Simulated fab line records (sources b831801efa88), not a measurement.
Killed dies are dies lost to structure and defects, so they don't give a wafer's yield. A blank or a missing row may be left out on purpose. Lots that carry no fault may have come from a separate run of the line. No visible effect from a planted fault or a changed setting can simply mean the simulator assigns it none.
fab line records	flow gf180mcu
[record] lots = 24	wafers = 72	lastDay = 34
route steps=602 shown HV_LDD@213 M2@376 V2@405 V5@564 TOP_METAL@582 PASSIVATION@589
lots with no fault: from the same line, run without faults
startH: the number of hours between the record's first day and the start of the first shown wafer of the lot	waitH: time in hours since the lot's previous step	" the same as in the row above	L1.1+2: a single row standing in for several wafers	- no value, or no start was given	* or withheld: withheld	< > ~ a bound
route shown NAME@n: NAME is a module with steps in the file, n the number in the route of the first one	usual: the fault-free wafers' mean and standard deviation	same: alike in all rows	chamber/n: place in a boat	sites: the reading at each site	_std_site: standard deviation across them	_edge_site: the outer-site mean with the inner-site mean subtracted	radiusMm: for every site, how far away it sits from the centre of the wafer	mask NAME#n: copy n	behind: the most recent tool/chamber to have shaped the wafer	hold: why the lot was held/for how many hours/how that ended	device: the transistor (n, p or np) that didn't switch	end of line: the route-end tests of the same wafers	for a step that has no rows: nothing shown but its recipe	killed: the dies lost at the first sort to structure and to defects; this is not the yield of the wafer	map: a wafer's dies, x killed, . not, _ none there
set.NAME: the setting the step ran with; set.NAME@STEP: the setting that earlier step ran with	model.NAME: the simulator's own value behind a step, which no gauge read
the route's steps for a sample of lots (tables are steps, rows are wafers)
services: from which hour (startH, from the record's first day; less than 0 if before it) a tool's chamber was out of use, for how many hours, and why
[[steps]]
[step GF_HV_LDD_STRIP_37]
[recipe] chemistry = O2/N2	powerW = 1400	pressureMtorr = 1500	platenTempC = 250	o2FlowSccm = 3000	n2FlowSccm = 300	overashFraction = 0.5
[usual] drypumpMotorCurrentA = 5.7/0.47	heaterPowerW = 321/33	n2FlowSccm = 300.1/0.98	oesProductAu = 0.716/0.0047	stripTimeToEndpointS = 12.64/0.04
lot.wafer	tool	chamber	startH	waitH	drypumpMotorCurrentA	heaterPowerW	n2FlowSccm	oesProductAu	rfHoursCounterH	stripTimeToEndpointS
L074.1	plasmaAsher-01	1	252.89	0.1	5.6	304	300.3	0.714	14	12.70
L074.3	"	1	"	"	5.6	309	299.8	0.719	-	12.71
L074.4	"	0	"	"	5.6	290	300.4	0.713	-	12.68
L075.4	plasmaAsher-01	1	257.61	0.1	5.7	306	298.3	0.711	-	12.69
L075.5	"	0	"	"	5.6	302	300.5	0.719	-	12.69
L075.6	"	1	"	"	5.6	307	300.4	0.716	-	12.68
L076.2	plasmaAsher-01	1	268.63	0.1	5.7	306	299.3	0.720	16	12.60
L076.3	"	1	"	"	5.7	301	299.1	0.721	-	12.60
L076.4	"	0	"	"	5.6	284	302.3	0.715	-	12.66
L077.1	plasmaAsher-02	0	276.05	0.1	6.3	357	301.0	0.710	50	12.66
L077.2	"	1	"	"	5.7	364	299.8	0.712	50	12.69
L077.6	"	1	"	"	5.7	361	299.2	0.725	-	12.64
L078.1	plasmaAsher-01	0	282.58	0.1	5.6	300	299.7	0.714	17	12.63
L078.3	"	0	"	"	5.6	292	300.0	0.719	-	12.65
L078.5	"	0	"	"	5.5	295	299.9	0.722	-	12.66
L079.1	plasmaAsher-02	1	290.75	0.1	5.6	368	301.2	0.714	51	12.69
L079.3	"	0	"	"	6.3	368	302.8	0.713	-	12.70
L079.6	"	1	"	"	5.6	375	300.6	0.716	-	12.74
L080.2	plasmaAsher-04	1	301.05	0.1	6.4	320	299.7	0.714	67	12.59
L080.4	"	0	"	"	4.9	284	298.8	0.719	-	12.60
L080.5	"	0	"	"	4.9	288	300.7	0.718	-	12.60
L081.4	plasmaAsher-01	0	303.28	0.1	5.5	296	298.4	0.718	-	12.70
L081.5	"	1	"	"	5.7	306	301.0	0.715	-	12.69
L081.6	"	0	"	"	5.5	294	299.2	0.718	-	12.66
L082.3	plasmaAsher-04	1	319.29	0.1	6.4	323	299.4	0.726	-	12.56
L082.5	"	1	"	"	6.4	319	300.0	0.712	-	12.56
L082.6	"	0	"	"	4.9	293	301.8	0.717	-	12.58
L083.1	plasmaAsher-04	0	326.50	0.1	4.9	286	299.0	0.713	70	12.59
L083.5	"	1	"	"	6.4	315	301.5	0.717	-	12.60
L083.6	"	0	"	"	4.9	289	299.7	0.717	-	12.59
L084.1	plasmaAsher-01	0	337.06	0.1	5.5	301	298.6	0.719	23	12.62
L084.3	"	0	"	"	5.6	297	298.8	0.721	-	12.63
L084.4	"	1	"	"	5.6	303	300.2	0.717	-	12.59
L085.1	plasmaAsher-04	1	344.48	0.1	6.3	319	299.6	0.714	72	12.62
L085.3	"	0	"	"	4.9	290	300.5	0.723	-	12.57
L085.6	"	1	"	"	6.3	311	300.2	0.713	-	12.62
L086.4	plasmaAsher-02	0	353.46	0.1	6.3	361	300.4	0.718	-	12.66
L086.5	"	1	"	"	5.6	371	299.4	0.716	-	12.71
L086.6	"	0	"	"	6.3	361	298.2	0.712	-	12.69
L087.1	plasmaAsher-02	1	363.86	0.1	5.6	372	300.1	0.718	60	12.68
L087.2	"	0	"	"	6.4	372	301.2	0.717	60	12.64
L087.4	"	0	"	"	6.4	376	301.7	0.710	-	12.62
L088.1	plasmaAsher-04	1	364.16	0.1	6.3	313	299.2	0.718	75	12.63
L088.5	"	1	"	"	6.3	322	299.3	0.714	-	12.58
L088.6	"	0	"	"	4.9	291	300.3	0.719	-	12.67
L089.1	plasmaAsher-04	1	376.30	0.1	6.3	317	299.0	0.713	77	12.64
L089.4	"	0	"	"	4.9	289	298.9	0.713	-	12.64
L089.5	"	0	"	"	4.9	287	299.0	0.712	-	12.60
L090.1	plasmaAsher-01	1	385.50	0.1	5.6	307	300.7	0.719	29	12.63
L090.2	"	0	"	"	5.6	291	298.3	0.720	29	12.61
L090.4	"	0	"	"	5.6	295	299.5	0.723	-	12.64
L091.3	plasmaAsher-02	1	387.73	0.1	5.6	367	300.0	0.718	-	12.65
L091.5	"	0	"	"	6.3	368	299.9	0.717	-	12.61
L091.6	"	1	"	"	5.6	377	299.4	0.715	-	12.63
L092.2	plasmaAsher-01	0	399.58	0.1	5.5	296	299.8	0.715	30	12.61
L092.4	"	1	"	"	5.7	304	299.1	0.721	-	12.63
L092.5	"	0	"	"	5.5	295	301.7	0.722	-	12.61
L093.1	plasmaAsher-02	1	414.09	0.1	5.6	369	299.0	0.723	66	12.62
L093.2	"	0	"	"	6.3	369	299.9	0.708	66	12.68
L093.4	"	0	"	"	6.4	370	300.6	0.717	-	12.68
L094.1	plasmaAsher-01	1	414.56	0.1	5.7	303	299.8	0.713	32	12.64
L094.4	"	0	"	"	5.6	293	300.5	0.719	-	12.61
L094.5	"	0	"	"	5.6	299	299.4	0.713	-	12.57
L095.2	plasmaAsher-01	0	428.69	0.1	5.6	291	299.2	0.714	34	12.65
L095.5	"	0	"	"	5.6	294	300.4	0.716	-	12.66
L095.6	"	1	"	"	5.6	305	300.4	0.714	-	12.68
L096.3	plasmaAsher-02	0	432.41	0.1	6.3	372	300.4	0.709	-	12.68
L096.4	"	1	"	"	5.6	374	300.5	0.720	-	12.67
L096.5	"	1	"	"	5.6	371	301.8	0.717	-	12.64
L097.1	plasmaAsher-04	0	440.34	0.1	4.9	261	299.6	0.714	1	12.64
L097.2	"	1	"	"	6.4	312	299.7	0.702	1	12.62
L097.3	"	0	"	"	4.9	273	299.6	0.717	-	12.61
[step GF_M2_CD_MEAS_14]
[recipe] targetCdNm = 280
[usual] cdNm = 279.8/1.3
lot.wafer	tool	chamber	startH	waitH	cdNm
L074.1	cdSem-01	-	431.32	0.1	278.6
L074.3	"	-	"	"	278.5
L074.4	"	-	"	"	279.3
L075.4	cdSem-01	-	434.98	0.1	280.0
L075.5	"	-	"	"	279.0
L075.6	"	-	"	"	278.5
L076.2	cdSem-02	-	448.34	0.1	279.3
L076.3	"	-	"	"	280.4
L076.4	"	-	"	"	278.8
L077.1	cdSem-01	-	459.97	0.1	281.2
L077.2	"	-	"	"	281.7
L077.6	"	-	"	"	281.7
L078.1	cdSem-02	-	469.27	0.1	278.9
L078.3	"	-	"	"	278.1
L078.5	"	-	"	"	278.9
L079.1	cdSem-01	-	478.95	0.1	282.1
L079.3	"	-	"	"	280.3
L079.6	"	-	"	"	281.8
L080.2	cdSem-01	-	490.82	0.1	278.6
L080.4	"	-	"	"	278.3
L080.5	"	-	"	"	277.1
L081.4	cdSem-01	-	496.91	0.1	281.4
L081.5	"	-	"	"	281.3
L081.6	"	-	"	"	281.6
L082.3	cdSem-02	-	511.29	0.1	280.3
L082.5	"	-	"	"	279.4
L082.6	"	-	"	"	280.5
L083.1	cdSem-01	-	521.45	0.1	279.9
L083.5	"	-	"	"	279.9
L083.6	"	-	"	"	280.7
L084.1	cdSem-01	-	532.15	0.1	280.2
L084.3	"	-	"	"	280.4
L084.4	"	-	"	"	280.9
L085.1	cdSem-02	-	540.72	0.1	279.9
L085.3	"	-	"	"	280.2
L085.6	"	-	"	"	279.5
L086.4	cdSem-02	-	548.61	0.1	279.7
L086.5	"	-	"	"	280.3
L086.6	"	-	"	"	280.5
L087.1	cdSem-02	-	560.15	0.1	279.4
L087.2	"	-	"	"	280.2
L087.4	"	-	"	"	280.1
L088.1	cdSem-01	-	564.65	0.1	279.4
L088.5	"	-	"	"	279.9
L088.6	"	-	"	"	280.2
L089.1	cdSem-02	-	574.22	0.1	277.8
L089.4	"	-	"	"	278.2
L089.5	"	-	"	"	277.9
L090.1	cdSem-02	-	579.67	0.1	279.1
L090.2	"	-	"	"	279.6
L090.4	"	-	"	"	277.2
L091.3	cdSem-01	-	584.06	0.1	280.4
L091.5	"	-	"	"	279.1
L091.6	"	-	"	"	280.7
L092.2	cdSem-01	-	597.49	0.1	279.6
L092.4	"	-	"	"	280.2
L092.5	"	-	"	"	279.1
L093.1	cdSem-02	-	607.90	0.1	281.2
L093.2	"	-	"	"	281.9
L093.4	"	-	"	"	281.8
L094.1	cdSem-01	-	608.60	0.1	278.6
L094.4	"	-	"	"	280.2
L094.5	"	-	"	"	280.4
L095.2	cdSem-01	-	621.32	0.1	278.2
L095.5	"	-	"	"	277.2
L095.6	"	-	"	"	278.0
L096.3	cdSem-01	-	623.71	0.1	279.3
L096.4	"	-	"	"	278.1
L096.5	"	-	"	"	278.9
L097.1	cdSem-02	-	629.52	0.1	281.4
L097.2	"	-	"	"	283.1
L097.3	"	-	"	"	281.7
[step GF_V2_CVD_23]
[recipe] material = W	targetThkNm = 350	timeS = 104.94	tempC = 400	pressureTorr = 40
[usual] heaterPowerW = 910/59
lot.wafer	tool	chamber	startH	waitH	heaterPowerW
L074.1	cvdW-02	0	457.51	0.0	893
L074.3	"	0	"	"	849
L074.4	"	1	"	"	889
L075.4	cvdW-01	0	461.39	0.1	835
L075.5	"	0	"	"	881
L075.6	"	1	"	"	1004
L076.2	cvdW-01	1	474.64	0.0	988
L076.3	"	0	"	"	853
L076.4	"	1	"	"	1013
L077.1	cvdW-02	1	486.29	0.0	900
L077.2	"	0	"	"	899
L077.6	"	0	"	"	882
L078.1	cvdW-02	0	495.27	0.0	854
L078.3	"	1	"	"	880
L078.5	"	0	"	"	878
L079.1	cvdW-01	1	504.51	0.0	1001
L079.3	"	0	"	"	852
L079.6	"	0	"	"	863
L080.2	cvdW-01	0	516.54	0.0	863
L080.4	"	0	"	"	857
L080.5	"	1	"	"	1018
L081.4	cvdW-02	0	521.77	0.1	897
L081.5	"	1	"	"	871
L081.6	"	0	"	"	908
L082.3	cvdW-01	0	537.42	0.1	872
L082.5	"	1	"	"	1017
L082.6	"	0	"	"	866
L083.1	cvdW-02	1	546.74	0.0	906
L083.5	"	0	"	"	877
L083.6	"	1	"	"	866
L084.1	cvdW-01	0	556.75	0.0	854
L084.3	"	0	"	"	874
L084.4	"	1	"	"	999
L085.1	cvdW-02	0	565.94	0.0	844
L085.3	"	0	"	"	885
L085.6	"	1	"	"	881
L086.4	cvdW-01	0	573.14	0.1	860
L086.5	"	1	"	"	1021
L086.6	"	0	"	"	852
L087.1	cvdW-02	1	583.72	0.0	917
L087.2	"	0	"	"	871
L087.4	"	1	"	"	857
L088.1	cvdW-02	0	587.59	0.0	876
L088.5	"	0	"	"	863
L088.6	"	1	"	"	887
L089.1	cvdW-02	0	599.80	0.0	884
L089.4	"	1	"	"	897
L089.5	"	1	"	"	885
L090.1	cvdW-01	1	602.69	0.0	1008
L090.2	"	0	"	"	873
L090.4	"	0	"	"	878
L091.3	cvdW-01	1	607.84	0.1	998
L091.5	"	1	"	"	991
L091.6	"	0	"	"	850
L092.2	cvdW-01	0	619.61	0.0	872
L092.4	"	0	"	"	859
L092.5	"	0	"	"	874
L094.1	cvdW-02	1	630.41	0.0	898
L094.4	"	1	"	"	898
L094.5	"	1	"	"	900
L093.1	cvdW-01	1	630.79	0.0	1035
L093.2	"	0	"	"	870
L093.4	"	0	"	"	899
L095.2	cvdW-02	1	643.38	0.0	841
L095.5	"	0	"	"	894
L095.6	"	1	"	"	892
L096.3	cvdW-01	1	645.99	0.1	1016
L096.4	"	0	"	"	884
L096.5	"	1	"	"	1027
L097.1	cvdW-02	1	651.08	0.0	891
L097.2	"	0	"	"	871
L097.3	"	0	"	"	877
[step GF_V5_RS_MEAS_24]
[recipe] thkMeasGauge = four-point-probe	reads = W_of_V5_CVD_23+TiN_of_V5_SPUTTER_22+Ti_of_V5_SPUTTER_21
[usual] V5_W_RS = 0.328/0.0035
lot.wafer	tool	chamber	startH	waitH	V5_W_RS[ohm/sq]
L074.1	filmMetro-02	-	625.05	0.1	0.329
L074.3	"	-	"	"	0.329
L074.4	"	-	"	"	0.327
L075.4	filmMetro-03	-	627.21	0.1	0.330
L075.5	"	-	"	"	0.326
L075.6	"	-	"	"	0.328
L076.2	filmMetro-03	-	642.95	0.1	0.325
L076.3	"	-	"	"	0.321
L076.4	"	-	"	"	0.325
L077.1	filmMetro-01	-	647.70	0.1	0.328
L077.2	"	-	"	"	0.329
L077.6	"	-	"	"	0.327
L078.1	filmMetro-01	-	654.83	0.1	0.326
L078.3	"	-	"	"	0.326
L078.5	"	-	"	"	0.321
L079.1	filmMetro-01	-	664.11	0.1	0.327
L079.3	"	-	"	"	0.322
L079.6	"	-	"	"	0.325
L080.2	filmMetro-03	-	672.02	0.1	0.333
L080.4	"	-	"	"	0.336
L080.5	"	-	"	"	0.334
L081.4	filmMetro-03	-	678.09	0.1	0.329
L081.5	"	-	"	"	0.327
L081.6	"	-	"	"	0.328
L082.3	filmMetro-01	-	689.59	0.1	0.330
L082.5	"	-	"	"	0.328
L082.6	"	-	"	"	0.331
L083.1	filmMetro-01	-	699.08	0.1	0.327
L083.5	"	-	"	"	0.328
L083.6	"	-	"	"	0.323
L084.1	filmMetro-03	-	706.65	0.1	0.324
L084.3	"	-	"	"	0.328
L084.4	"	-	"	"	0.331
L085.1	filmMetro-01	-	715.04	0.1	0.327
L085.3	"	-	"	"	0.330
L085.6	"	-	"	"	0.323
L086.4	filmMetro-02	-	722.26	0.1	0.329
L086.5	"	-	"	"	0.322
L086.6	"	-	"	"	0.325
L087.1	filmMetro-03	-	728.82	0.1	0.326
L087.2	"	-	"	"	0.335
L087.4	"	-	"	"	0.325
L088.1	filmMetro-02	-	733.20	0.1	0.322
L088.5	"	-	"	"	0.322
L088.6	"	-	"	"	0.329
L089.1	filmMetro-01	-	740.94	0.1	0.328
L089.4	"	-	"	"	0.331
L089.5	"	-	"	"	0.328
L090.1	filmMetro-02	-	744.48	0.1	0.328
L090.2	"	-	"	"	0.324
L090.4	"	-	"	"	0.324
L091.3	filmMetro-02	-	750.44	0.1	0.321
L091.5	"	-	"	"	0.321
L091.6	"	-	"	"	0.329
L092.2	filmMetro-01	-	758.32	0.1	0.333
L092.4	"	-	"	"	0.332
L092.5	"	-	"	"	0.327
L093.1	filmMetro-01	-	767.80	0.1	0.329
L093.2	"	-	"	"	0.328
L093.4	"	-	"	"	0.327
L094.1	filmMetro-01	-	769.09	0.1	0.329
L094.4	"	-	"	"	0.328
L094.5	"	-	"	"	0.330
L095.2	filmMetro-01	-	777.04	0.1	0.329
L095.5	"	-	"	"	0.332
L095.6	"	-	"	"	0.333
L096.3	filmMetro-01	-	781.27	0.1	0.323
L096.4	"	-	"	"	0.329
L096.5	"	-	"	"	0.330
L097.1	filmMetro-02	-	784.45	0.1	0.327
L097.2	"	-	"	"	0.331
L097.3	"	-	"	"	0.329
[step GF_TOP_METAL_OVL_MEAS_15]
[usual] TOP_METAL_OVL = 0.3/1.3
lot.wafer	tool	chamber	startH	waitH	TOP_METAL_OVL[nm]
L074.1	overlay-02	-	646.41	0.1	0.8
L074.3	"	-	"	"	0.8
L074.4	"	-	"	"	-0.3
L075.4	overlay-01	-	647.44	0.1	-0.2
L075.5	"	-	"	"	1.1
L075.6	"	-	"	"	0.7
L076.2	overlay-01	-	662.66	0.1	2.3
L076.3	"	-	"	"	1.1
L076.4	"	-	"	"	0.7
L077.1	overlay-02	-	666.84	0.1	0.1
L077.2	"	-	"	"	1.0
L077.6	"	-	"	"	0.4
L078.1	overlay-01	-	674.99	0.1	-0.2
L078.3	"	-	"	"	-0.1
L078.5	"	-	"	"	-1.9
L079.1	overlay-02	-	684.06	0.1	1.3
L079.3	"	-	"	"	2.2
L079.6	"	-	"	"	0.1
L080.2	overlay-02	-	691.81	0.1	-2.8
L080.4	"	-	"	"	-0.3
L080.5	"	-	"	"	-2.6
L081.4	overlay-01	-	696.65	0.1	0.1
L081.5	"	-	"	"	-0.3
L081.6	"	-	"	"	1.3
L082.3	overlay-01	-	708.53	0.1	0.9
L082.5	"	-	"	"	1.6
L082.6	"	-	"	"	2.6
L083.1	overlay-02	-	717.74	0.1	0.4
L083.5	"	-	"	"	-2.3
L083.6	"	-	"	"	0.6
L084.1	overlay-02	-	725.09	0.1	-1.3
L084.3	"	-	"	"	-1.0
L084.4	"	-	"	"	0.7
L085.1	overlay-02	-	733.15	0.1	-1.9
L085.3	"	-	"	"	-1.4
L085.6	"	-	"	"	-0.5
L086.4	overlay-02	-	740.27	0.1	0.5
L086.5	"	-	"	"	-0.1
L086.6	"	-	"	"	-0.3
L087.1	overlay-01	-	746.20	0.1	2.8
L087.2	"	-	"	"	0.4
L087.4	"	-	"	"	3.0
L088.1	overlay-01	-	750.99	0.1	1.1
L088.5	"	-	"	"	-0.3
L088.6	"	-	"	"	2.0
L089.1	overlay-01	-	758.25	0.1	0.8
L089.4	"	-	"	"	0.8
L089.5	"	-	"	"	-0.2
L090.1	overlay-01	-	760.92	0.1	2.2
L090.2	"	-	"	"	0.4
L090.4	"	-	"	"	1.0
L091.3	overlay-01	-	767.37	0.1	-1.5
L091.5	"	-	"	"	0.8
L091.6	"	-	"	"	-0.3
L092.2	overlay-02	-	774.69	0.1	0.5
L092.4	"	-	"	"	2.8
L092.5	"	-	"	"	-0.2
L093.1	overlay-02	-	784.65	0.1	0.0
L093.2	"	-	"	"	-0.3
L093.4	"	-	"	"	1.0
L094.1	overlay-02	-	785.64	0.1	0.9
L094.4	"	-	"	"	1.0
L094.5	"	-	"	"	-1.6
L095.2	overlay-02	-	792.67	0.1	-1.9
L095.5	"	-	"	"	-1.2
L095.6	"	-	"	"	-1.3
L096.3	overlay-01	-	797.70	0.1	0.9
L096.4	"	-	"	"	0.3
L096.5	"	-	"	"	0.1
L097.1	overlay-02	-	799.52	0.1	1.0
L097.2	"	-	"	"	-0.2
L097.3	"	-	"	"	0.8
[step GF_PASSIVATION_CVD_02]
[recipe] material = Si3N4	targetThkNm = 700	timeS = 486.18	tempC = 400	rfW = 450
[usual] heaterPowerW = 667/110
lot.wafer	tool	chamber	startH	waitH	heaterPowerW
L074.1	pecvd-02	0	647.52	0.1	557
L074.3	"	1	"	"	737
L074.4	"	0	"	"	571
L075.4	pecvd-02	2	648.46	0.2	731
L075.5	"	0	"	"	451
L075.6	"	1	"	"	751
L076.2	pecvd-01	1	663.62	0.0	583
L076.3	"	2	"	"	841
L076.4	"	1	"	"	452
L077.1	pecvd-02	1	667.77	0.1	768
L077.2	"	2	"	"	736
L077.6	"	1	"	"	628
L078.1	pecvd-02	0	675.92	0.1	457
L078.3	"	1	"	"	763
L078.5	"	1	"	"	789
L079.1	pecvd-02	2	684.99	0.1	607
L079.3	"	1	"	"	775
L079.6	"	1	"	"	596
L080.2	pecvd-01	1	692.74	0.0	568
L080.4	"	0	"	"	619
L080.5	"	2	"	"	869
L081.4	pecvd-03	0	697.69	0.2	703
L081.5	"	1	"	"	706
L081.6	"	2	"	"	561
L082.3	pecvd-02	1	709.42	0.0	660
L082.5	"	2	"	"	702
L082.6	"	0	"	"	459
L083.1	pecvd-02	0	718.64	0.1	522
L083.5	"	1	"	"	703
L083.6	"	0	"	"	557
L084.1	pecvd-01	1	725.99	0.1	494
L084.3	"	2	"	"	866
L084.4	"	1	"	"	539
L085.1	pecvd-01	2	734.05	0.1	884
L085.3	"	0	"	"	760
L085.6	"	2	"	"	763
L086.4	pecvd-02	2	741.33	0.2	744
L086.5	"	0	"	"	548
L086.6	"	1	"	"	628
L087.1	pecvd-01	0	747.14	0.1	733
L087.2	"	1	"	"	537
L087.4	"	0	"	"	751
L088.1	pecvd-01	1	751.89	0.1	518
L088.5	"	1	"	"	558
L088.6	"	0	"	"	774
L089.1	pecvd-03	2	759.15	0.1	637
L089.4	"	0	"	"	612
L089.5	"	2	"	"	670
L090.1	pecvd-02	2	762.16	0.1	671
L090.2	"	1	"	"	778
L090.4	"	2	"	"	702
L091.3	pecvd-03	1	768.45	0.0	631
L091.5	"	2	"	"	560
L091.6	"	1	"	"	671
L092.2	pecvd-02	1	775.58	0.0	770
L092.4	"	0	"	"	571
L092.5	"	2	"	"	666
L093.1	pecvd-01	1	785.55	0.1	563
L093.2	"	0	"	"	763
L093.4	"	1	"	"	458
L094.1	pecvd-01	2	786.53	0.1	727
L094.4	"	0	"	"	775
L094.5	"	2	"	"	784
L095.2	pecvd-01	1	793.60	0.0	540
L095.5	"	2	"	"	840
L095.6	"	1	"	"	561
L096.3	pecvd-01	1	798.62	0.0	529
L096.4	"	0	"	"	747
L096.5	"	2	"	"	833
L097.1	pecvd-01	0	800.43	0.1	798
L097.2	"	1	"	"	507
L097.3	"	2	"	"	760
[[services]]
tool	chamber	startH	hours	kind
plasmaAsher-01	-	239.43	0.7	repair
cvdW-01	-	262.71	6.9	pm
cvdW-01	0	296.70	6.9	repair
cvdW-02	-	303.22	3.3	repair
cvdW-01	-	366.53	2.8	pm
pecvd-01	-	368.88	14.0	pm
cvdW-01	-	369.49	1.1	repair
pecvd-01	-	377.68	37.6	repair
cvdW-02	-	388.22	0.6	repair
cvdW-01	-	390.00	14.0	pm
pecvd-02	-	409.37	1.5	repair
cvdW-01	-	422.65	14.6	pm
cvdW-02	-	437.25	6.0	pm
cvdW-01	-	456.91	4.3	pm
cvdW-01	-	518.24	0.5	repair
cvdW-01	1	545.61	2.9	repair
cvdW-02	1	549.01	12.5	repair
cvdW-01	-	561.04	0.8	repair
cvdW-02	-	572.16	6.9	pm
pecvd-01	2	640.28	2.9	repair
cvdW-02	-	661.43	1.2	repair
pecvd-01	1	733.14	12.5	repair
pecvd-01	2	745.62	7.9	repair
cvdW-02	-	764.57	28.1	pm
[[key]]
fault none
